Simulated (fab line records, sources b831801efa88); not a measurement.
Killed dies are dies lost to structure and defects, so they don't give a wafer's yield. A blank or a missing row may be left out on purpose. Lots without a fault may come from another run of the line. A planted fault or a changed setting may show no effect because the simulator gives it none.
Which tool did it? | flow gf180mcu | 12 lots, 36 wafers sampled, at 6 steps of a route of 602

WHAT THE GAUGES READ, wafer by wafer
GF_PSD_CD_MEAS_07: target cd 400 nm. Usual: cd_nm 399.4 nm, standard deviation 2.
lot  | measured     | on        | cd_nm (nm)        | flag
L456 | day 15 00:56 | cd_sem-02 | 403.5 402.2 399.5 |
L457 | day 15 08:31 | cd_sem-02 | 398.4 396.4 398.4 |
L458 | day 15 15:38 | cd_sem-02 | 400.7 398.1 398.0 |
L460 | day 16 14:05 | cd_sem-02 | 400.4 400.1 399.1 |
L461 | day 17 04:02 | cd_sem-02 | 398.6 396.4 396.8 |
L468 | day 19 11:37 | cd_sem-02 | 402.0 400.7 400.6 |
L470 | day 19 20:29 | cd_sem-02 | 398.5 397.1 398.4 |
L471 | day 20 09:49 | cd_sem-02 | 399.1 397.3 400.1 |
L472 | day 20 11:44 | cd_sem-02 | 397.3 395.3 397.2 |
L473 | day 21 00:28 | cd_sem-01 | 400.4 401.7 398.6 |
L476 | day 22 03:02 | cd_sem-01 | 395.8 397.9 397.9 |
L477 | day 22 10:23 | cd_sem-02 | 405.2 404.3 404.3 |

GF_PSD_RS_MEAS_14: measures by four-point-probe. Usual: NSD_RS 46.15 ohm/sq, standard deviation 0.1.
lot  | measured     | on            | NSD_RS (ohm/sq)                     | flag
L456 | day 15 01:32 | film_metro-02 | 43.77 43.72 43.70 43.79 43.77 43.70 | OFF
L457 | day 15 09:07 | film_metro-02 | 43.64 43.61 43.64 43.62 43.66 43.70 | OFF
L458 | day 15 16:14 | film_metro-02 | 46.08 46.13 46.16                   |
L460 | day 16 14:41 | film_metro-02 | 43.66 43.66 43.68 43.72 43.71 43.67 | OFF
L461 | day 17 04:38 | film_metro-03 | 46.15 46.21 46.12                   |
L468 | day 19 12:13 | film_metro-04 | 46.21 46.23 46.17                   |
L470 | day 19 21:05 | film_metro-03 | 46.09 46.15 46.01                   |
L471 | day 20 10:25 | film_metro-03 | 46.13 46.15 46.23                   |
L472 | day 20 12:25 | film_metro-04 | 46.20 46.21 46.23                   |
L473 | day 21 01:04 | film_metro-02 | 46.31 46.34 46.38                   |
L476 | day 22 03:38 | film_metro-04 | 46.18 46.18 46.18                   |
L477 | day 22 10:59 | film_metro-04 | 46.23 46.34 46.31                   |

GF_PSD_RS_MEAS_15: measures by four-point-probe. Usual: PSD_RS 108.6 ohm/sq, standard deviation 0.3.
lot  | measured     | on            | PSD_RS (ohm/sq)                     | flag
L456 | day 15 02:40 | film_metro-02 | 101.1 101.2 100.9 101.2 101.3 101.3 | OFF
L457 | day 15 10:18 | film_metro-02 | 101.0 101.0 101.3 101.2 100.7 101.1 | OFF
L458 | day 15 16:21 | film_metro-02 | 108.5 108.4 108.6                   |
L460 | day 16 19:17 | film_metro-02 | 101.2 101.0 101.4 100.8 101.1 101.2 | OFF
L461 | day 17 04:45 | film_metro-03 | 108.7 108.9 108.9                   |
L468 | day 19 12:20 | film_metro-04 | 108.8 108.6 108.2                   |
L470 | day 19 21:13 | film_metro-03 | 108.4 108.4 108.3                   |
L471 | day 20 10:32 | film_metro-03 | 108.6 108.7 108.1                   |
L472 | day 20 12:32 | film_metro-04 | 108.5 108.9 108.9                   |
L473 | day 21 01:11 | film_metro-02 | 109.0 109.0 108.9                   |
L476 | day 22 03:45 | film_metro-04 | 108.6 108.6 108.5                   |
L477 | day 22 11:07 | film_metro-04 | 109.2 109.1 108.9                   |

GF_CONTACT_THK_MEAS_03. Usual: CONTACT_CVD_02_THK 857 nm, standard deviation 14.
lot  | measured     | on            | CONTACT_CVD_02_THK (nm) | flag
L456 | day 16 00:17 | film_metro-01 | 837 842 847             |
L457 | day 16 08:19 | film_metro-03 | 847 846 855             |
L458 | day 16 14:32 | film_metro-03 | 832 855 856             |
L460 | day 17 15:50 | film_metro-01 | 846 833 833             |
L461 | day 18 04:20 | film_metro-03 | 870 858 884             |
L468 | day 20 13:20 | film_metro-04 | 838 868 860             |
L470 | day 20 22:47 | film_metro-04 | 853 867 868             |
L471 | day 21 12:09 | film_metro-04 | 854 853 864             |
L472 | day 21 14:18 | film_metro-03 | 844 862 852             |
L473 | day 22 02:10 | film_metro-04 | 854 889 866             |
L476 | day 23 03:38 | film_metro-04 | 840 851 843             |
L477 | day 23 11:19 | film_metro-03 | 825 844 863             |

WHICH TOOL RAN EACH LOT (tool, then ch and the chambers of the sampled wafers, then the start)
lot  | GF_PSD_RTA_13                    | GF_SALICIDE_SPUTTER_03
L456 | rtp_anneal-02 ch 0, day 15 01:28 | pvd_sputter-03, day 15 23:31
L457 | rtp_anneal-02 ch 0, day 15 09:02 | pvd_sputter-01, day 16 07:38
L458 | rtp_anneal-01 ch 0, day 15 16:08 | pvd_sputter-02, day 16 13:51
L460 | rtp_anneal-02 ch 0, day 16 14:37 | pvd_sputter-02, day 17 15:09
L461 | rtp_anneal-01 ch 0, day 17 04:32 | pvd_sputter-03, day 18 03:39
L468 | rtp_anneal-02 ch 0, day 19 12:08 | pvd_sputter-03, day 20 12:33
L470 | rtp_anneal-02 ch 0, day 19 21:00 | pvd_sputter-03, day 20 22:05
L471 | rtp_anneal-01 ch 0, day 20 10:20 | pvd_sputter-01, day 21 11:27
L472 | rtp_anneal-02 ch 0, day 20 12:16 | pvd_sputter-02, day 21 13:35
L473 | rtp_anneal-02 ch 0, day 21 00:59 | pvd_sputter-03, day 22 01:24
L476 | rtp_anneal-02 ch 0, day 22 03:32 | pvd_sputter-03, day 23 02:56
L477 | rtp_anneal-02 ch 0, day 22 10:55 | pvd_sputter-02, day 23 10:38
- GF_PSD_RTA_13: time 20 s.
- GF_SALICIDE_SPUTTER_03: material TiN, target thk 20 nm, time 16.7 s.

WHAT THE TOOLS THEMSELVES READ (means of the sampled wafers that have a number; where no wafer has one, the mark that the record gives instead)
GF_PSD_RTA_13. Usual: lamp_power_pct 29.9 %, standard deviation 1.1; wafer_temp_C_max 1029.7, standard deviation 0.87.
lot  | tool          | lamp_power_pct (%) | wafer_temp_C_max | flag
L456 | rtp_anneal-02 | 32.1               | 1029.5           |
L457 | rtp_anneal-02 | 32.2               | 1029.4           |
L458 | rtp_anneal-01 | 28.5               | 1030.0           |
L460 | rtp_anneal-02 | 32.2               | 1029.5           |
L461 | rtp_anneal-01 | 28.5               | 1029.9           |
L468 | rtp_anneal-02 | 30.7               | 1028.8           |
L470 | rtp_anneal-02 | 30.7               | 1030.5           |
L471 | rtp_anneal-01 | 28.5               | 1030.6           |
L472 | rtp_anneal-02 | 30.7               | 1030.1           |
L473 | rtp_anneal-02 | 30.7               | 1030.3           |
L476 | rtp_anneal-02 | 30.7               | 1029.7           |
L477 | rtp_anneal-02 | 30.7               | 1030.5           |

GF_SALICIDE_SPUTTER_03. Usual: throttle_valve_pct 29.8 %, standard deviation 1.1.
lot  | tool           | throttle_valve_pct (%) | flag
L456 | pvd_sputter-03 | 30.1                   |
L457 | pvd_sputter-01 | 29.9                   |
L458 | pvd_sputter-02 | 29.6                   |
L460 | pvd_sputter-02 | 29.5                   |
L461 | pvd_sputter-03 | 29.9                   |
L468 | pvd_sputter-03 | 30.6                   |
L470 | pvd_sputter-03 | 29.9                   |
L471 | pvd_sputter-01 | 30.3                   |
L472 | pvd_sputter-02 | 30.1                   |
L473 | pvd_sputter-03 | 30.4                   |
L476 | pvd_sputter-03 | 29.9                   |
L477 | pvd_sputter-02 | 30.4                   |

THE ANSWER, worked out from the rows above alone
Rule: a lot is off if the mean of its wafers that have a number lies more than 3 standard deviations from the usual mean. A lot without any number at a reading at which 4 lots or more have one is off too. The other lots that the step has rows for count as sound. The gauges are gone through in route order, then the tools' own readings, and for those a lot's mean is taken as printed above. The first step at which some lot is off is used, and at that step the reading that is off furthest; a lot without a number counts as furthest.
Off: L456, L457, L460, at GF_PSD_RS_MEAS_14 (NSD_RS).
A tool fits if, at a process step before that reading, it ran every lot that is off, and no sound lot after the first of them. The gauges at GF_PSD_RS_MEAS_14 are tried like those tools. None of those tried fits.

WHAT THE SIMULATOR HAD PUT IN
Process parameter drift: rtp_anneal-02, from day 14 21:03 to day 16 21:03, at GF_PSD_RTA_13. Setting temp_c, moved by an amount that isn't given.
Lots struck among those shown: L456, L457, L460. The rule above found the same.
